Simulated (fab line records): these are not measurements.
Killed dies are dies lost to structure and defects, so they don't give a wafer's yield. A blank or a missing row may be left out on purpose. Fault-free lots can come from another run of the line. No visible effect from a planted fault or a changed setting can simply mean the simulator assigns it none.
A struck lot beside a sound one | flow sky130 | 17 out of 708 route steps
Sound: the wafers L474.1, L474.2, L474.4. Struck: wafer L463.4. (L463.2 of the same lot was not struck and is left out.) The cause comes at the end.
For every step that has rows: the tool of each side, followed by ch and its chambers, followed by its first start. Under that, the readings that differ: sound wafers | struck wafers | difference of the means | sigmas: that difference in standard deviations of wafers without a fault.
alike: readings with means less than 2 such deviations apart, plus words and numbers identical on both sides. not compared: withheld readings, readings lacking a value on some wafer, bounds such as >300 that could conceal the same value, and numbers that have no deviation in the record and whose values overlap.
Wherever a step has rows on one side only, a row that says differs or no value, or a row with sigmas, the two part there. Numbers that don't overlap but have no deviation are shown without sigmas and don't part them. Lack of a reading on every wafer of one side parts them only where that side has two or more wafers.

first, 1 step without rows for these wafers: SKY_NWELL_IMPLANT_24.
SKY_NWELL_STRIP_25: strips in O2/N2.
  sound on plasma asher-02 ch 0,1, day 10 09:23; struck on plasma asher-02 ch 0, day 7 16:31
  alike: drypump motor current A, oes product au, strip time to endpoint s
  not compared: rf hours counter h
SKY_NWELL_TW_MEAS_26:
  sound on film metro-02, day 10 09:29; struck on film metro-03, day 7 16:37
  alike: NWELL_2_TW
then, 1 step without rows for these wafers: SKY_NWELL_CLEAN_27 (cleans in SC1/SC2, time 150 s).
SKY_NWELL_RTA_28: time 30 s.
  sound on rtp anneal-02 ch 0, day 10 09:36; struck on rtp anneal-01 ch 0, day 7 16:44
  alike: chamber o2 ppm, lamp power pct, wafer_temp_C_max
SKY_NWELL_RS_MEAS_29: measures by four-point-probe.
  sound on film metro-03, day 10 09:42; struck on film metro-04, day 7 16:50
  alike: NWELL_RS
SKY_NWELL_RS_MEAS_31: measures by four-point-probe.
  sound on film metro-03, day 10 09:56; struck on film metro-04, day 7 17:05
  alike: PWDE_RS
then, 4 steps without rows for these wafers: SKY_VT_ADJUST_HVTP_DEHYDRATE_00 (time 60 s); SKY_VT_ADJUST_HVTP_HMDS_01 (prime time 60 s); SKY_VT_ADJUST_HVTP_COAT_02 (resist thk 1140 nm); SKY_VT_ADJUST_HVTP_SOFTBAKE_03 (time 60 s).
SKY_VT_ADJUST_HVTP_EXPOSE_04: exposes mask HVTPM, target cd 380 nm.
  sound on iline stepper-01 ch 0, day 10 22:15; struck on iline stepper-02 ch 0, day 8 03:28
  alike: mask
then, 2 steps without rows for these wafers: SKY_VT_ADJUST_HVTP_PEB_05; SKY_VT_ADJUST_HVTP_DEVELOP_06 (develop time 60 s).
SKY_VT_ADJUST_HVTP_CD_MEAS_07: target cd 380 nm.
  sound on cd sem-01, day 11 09:40; struck on cd sem-02, day 8 13:14
  reading    | sound             | struck | difference | sigmas
  cd nm (nm) | 379.9 382.4 382.3 | 356.7  | -24.8      | -9
SKY_VT_ADJUST_HVTP_OVL_MEAS_08:
  sound on overlay-01, day 11 09:47; struck on overlay-01, day 8 13:20
  alike: VT_ADJUST_HVTP_OVL
-- here the record skips 40 days between the struck wafers' starts before and after, leaving off in module VT_ADJUST_HVTP and picking up in module PAD_OPEN (first step shown: number 708 of the route) --
SKY_PAD_OPEN_PROBE_99:
  only the struck wafers here have rows in the record (prober-01, day 48 05:16); the sound ones have none

== WHERE THEY PART ==
First at SKY_VT_ADJUST_HVTP_CD_MEAS_07; last, within this record, at SKY_PAD_OPEN_PROBE_99.

WHY: what had been put in by the simulator
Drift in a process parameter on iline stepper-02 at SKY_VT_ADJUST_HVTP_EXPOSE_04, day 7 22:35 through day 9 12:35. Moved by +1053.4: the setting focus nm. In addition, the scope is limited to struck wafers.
